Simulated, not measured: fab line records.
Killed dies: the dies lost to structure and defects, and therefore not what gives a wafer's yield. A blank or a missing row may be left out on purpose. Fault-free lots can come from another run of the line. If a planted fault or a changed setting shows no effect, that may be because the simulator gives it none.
Split-lot experiment | flow sfqLine | on a route of 325 steps: 5 lots, 23 wafers read

== THE SPLIT ==
At SFQ_TRILAYER_M8_DEP_EVAP_198 (material Pt, target thk 50 nm, time 250 s), the setting timeS was moved away from the recipe's 250 s on 8 of the 23 wafers read, by -11.6% to +7.7%. The other wafers ran this setting at the recipe's value.

The split's own step is where the reading is taken.

== THE READING ==
Pt_of_TRILAYER_M8_DEP_EVAP_198.thkNm (the simulator's own value, which no gauge read), in nm, at SFQ_TRILAYER_M8_DEP_EVAP_198 (material Pt, target thk 50 nm, time 250 s). No usual value for it is given in the file. Across the 15 wafers here that went through the recipe, the average is 50.14 nm and the standard deviation 0.37 nm.

wafer  | tool, chamber at the split | timeS as run, s | against the recipe | Pt_of_TRILAYER_M8_DEP_EVAP_198.thkNm, nm | against lot-mates on the recipe
L076.1 | pvdSputter-02, -           | 250             | recipe             | 50.79                                    | -
L076.2 | pvdSputter-02, -           | 250             | recipe             | 50.64                                    | -
L076.3 | pvdSputter-02, -           | 250             | recipe             | 50.23                                    | -
L076.4 | pvdSputter-02, -           | 250             | recipe             | 50.49                                    | -
L076.5 | pvdSputter-02, -           | 250             | recipe             | 50.76                                    | -
L077.1 | pvdSputter-01, -           | 221.1           | -11.6%             | 44.27                                    | -5.77
L077.2 | pvdSputter-01, -           | 250             | recipe             | 50.03                                    | -
L077.3 | pvdSputter-01, -           | 221.1           | -11.6%             | 44.35                                    | -5.70
L077.4 | pvdSputter-01, -           | 250             | recipe             | 50.06                                    | -
L077.6 | pvdSputter-01, -           | 221.1           | -11.6%             | 44.31                                    | -5.73
L080.1 | pvdSputter-02, -           | 250             | recipe             | 49.99                                    | -
L080.3 | pvdSputter-02, -           | 250             | recipe             | 49.8                                     | -
L080.6 | pvdSputter-02, -           | 250             | recipe             | 50.02                                    | -
L083.1 | pvdSputter-02, -           | 269.2           | +7.7%              | 54.14                                    | +4.23
L083.3 | pvdSputter-02, -           | 250             | recipe             | 50.17                                    | -
L083.4 | pvdSputter-02, -           | 250             | recipe             | 49.64                                    | -
L083.5 | pvdSputter-02, -           | 269.2           | +7.7%              | 53.5                                     | +3.59
L083.6 | pvdSputter-02, -           | 269.2           | +7.7%              | 53.85                                    | +3.95
L084.1 | pvdSputter-02, -           | 250             | recipe             | 50.13                                    | -
L084.2 | pvdSputter-02, -           | 250             | recipe             | 49.72                                    | -
L084.4 | pvdSputter-02, -           | 230             | -8.0%              | 45.97                                    | -3.85
L084.5 | pvdSputter-02, -           | 230             | -8.0%              | 46.09                                    | -3.73
L084.6 | pvdSputter-02, -           | 250             | recipe             | 49.6                                     | -

THE FIT
A straight line over all 23 wafers: Pt_of_TRILAYER_M8_DEP_EVAP_198.thkNm changes by +0.499 nm for each +1% of timeS; r = +0.99; the points scatter about the line by 0.34 nm.
The same after taking each lot's own level away (the mean of its wafers on the recipe; 23 wafers): +0.497 nm for each +1%; r = +1.00; scatter 0.2 nm.
On that fit, the largest move of timeS shifts the reading by 5.7 nm.
Across the lots, their own levels run from 49.817 to 50.582 nm, a range of 2.1 times the standard deviation given above.
So the lot-to-lot level changes the slope little: the two slopes agree.
Check: for one of the wafers moved furthest among these (-11.6%), held out of the fit, the line's prediction against its lot-mates is -5.7 nm. Against them it came out at -5.77 nm.

== THESE WAFERS: OTHER SPLITS ==
These wafers also went through other splits before the reading. Each is held against what the fit with the lots' levels taken away leaves over:
other split on the same wafers                 | wafers away from the commonest value | r with Pt_of_TRILAYER_M8_DEP_EVAP_198.thkNm (lot level and that fit taken away)
SFQ_TRILAYER_M7_BARC_OPEN_METAL_ETCH_229 biasW | 8                                    | -0.16
SFQ_TRILAYER_I7_VIA_LITHO_EXPOSE_188 doseMj    | 7                                    | +0.07
SFQ_TRILAYER_I7_VIA_LITHO_PEB_190 pebTimeS     | 8                                    | +0.03
SFQ_TRILAYER_M8_LITHO_COAT_193 resistThkNm     | 9                                    | +0.18

== THE FILE'S OWN FIT ==
Pt_of_TRILAYER_M8_DEP_EVAP_198.thkNm changes by +0.494 nm for each +1% of timeS, r = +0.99.
